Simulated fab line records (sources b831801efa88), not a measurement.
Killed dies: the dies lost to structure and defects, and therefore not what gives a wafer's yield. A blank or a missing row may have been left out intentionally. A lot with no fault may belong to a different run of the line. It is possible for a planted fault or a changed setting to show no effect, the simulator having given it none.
A struck lot beside a sound one / flow sky130 / 14 steps out of a route of 708
Sound: wafers L358.2, L358.3, L358.6. The struck wafers were L367.1, L367.2, L367.5. At the end, the cause is stated.
Per side, at each step with rows, come the tool, then ch with its chambers, and then its first start. Under that, the readings that differ: sound wafers / struck wafers / difference of the means / sigmas: that difference in standard deviations of wafers without a fault.
alike: words and numbers the same on both sides, and readings whose means are apart by under 2 such deviations; not compared: readings that were withheld, readings missing a value for some wafer, numbers with overlapping values and no deviation given by the record, and bounds like >300 which may hide the same value.
The two part at a step that has a row with sigmas, a row that says differs or no value, or rows on one side only. When numbers do not overlap yet have no deviation, they are printed without sigmas and do not part them. A reading that every wafer of one side lacks parts them only if that side has two wafers or more.

SKY_SONOS_TUNNEL_TW_MEAS_12:
  sound: filmMetro-03 at day 12 01:43; struck: filmMetro-01 at day 15 01:41
reading=SONOS_TUNNEL_TW; sound=199.6 199.1 198.6; struck=194.6 195.5 196.1; difference=-3.7; sigmas=-3
then, 2 steps without rows for these wafers: SKY_SONOS_TUNNEL_CLEAN_13 (cleans in dHF, time 20 s); SKY_SONOS_ONO_OXIDATION_00 (stabilise 600 s, purge 300 s, target thk 2.6 nm).
SKY_SONOS_ONO_THK_MEAS_01:
  sound: filmMetro-01 at day 12 03:55; struck: filmMetro-01 at day 15 03:31
  alike: SONOS_ONO_OXIDATION_THK
then, 1 step without rows for these wafers: SKY_SONOS_ONO_CVD_02 (deposits Si3N4 from DCS/NH3, target thk 10.5 nm, time 180 s).
SKY_SONOS_ONO_THK_MEAS_03:
  sound: filmMetro-01 at day 12 05:32; struck: filmMetro-01 at day 15 04:37
  alike: SONOS_ONO_CVD_02_THK
then, 1 step without rows for these wafers: SKY_SONOS_ONO_CVD_04 (deposits SiO2 from SiH4/N2O, target thk 5.7199 nm).
SKY_SONOS_ONO_THK_MEAS_05:
  sound: filmMetro-03 at day 12 07:28; struck: filmMetro-01 at day 15 05:56
  alike: SONOS_ONO_CVD_04_THK
then, 4 steps without rows for these wafers: SKY_SONOS_ONO_DEHYDRATE_06 (time 60 s); SKY_SONOS_ONO_HMDS_07 (prime time 60 s); SKY_SONOS_ONO_COAT_08 (resist thk 1140 nm); SKY_SONOS_ONO_SOFTBAKE_09 (time 60 s).
SKY_SONOS_ONO_EXPOSE_10: exposes mask ONOM, target cd 410 nm.
  sound on ilineStepper-02 ch 0, day 12 20:28; struck on ilineStepper-02, day 15 19:23
  no value came back on the struck wafers for exposureDoseMJCm2, focusOffsetNm (nm); on the sound wafers exposureDoseMJCm2 reads 149.87 149.81 149.85
  alike: mask
then, 1 step without rows for these wafers: SKY_SONOS_ONO_PEB_11.

== WHERE THEY PART ==
Last at SKY_SONOS_ONO_EXPOSE_10 as far as this record goes, first at SKY_SONOS_TUNNEL_TW_MEAS_12.

WHY: the cause the simulator had injected
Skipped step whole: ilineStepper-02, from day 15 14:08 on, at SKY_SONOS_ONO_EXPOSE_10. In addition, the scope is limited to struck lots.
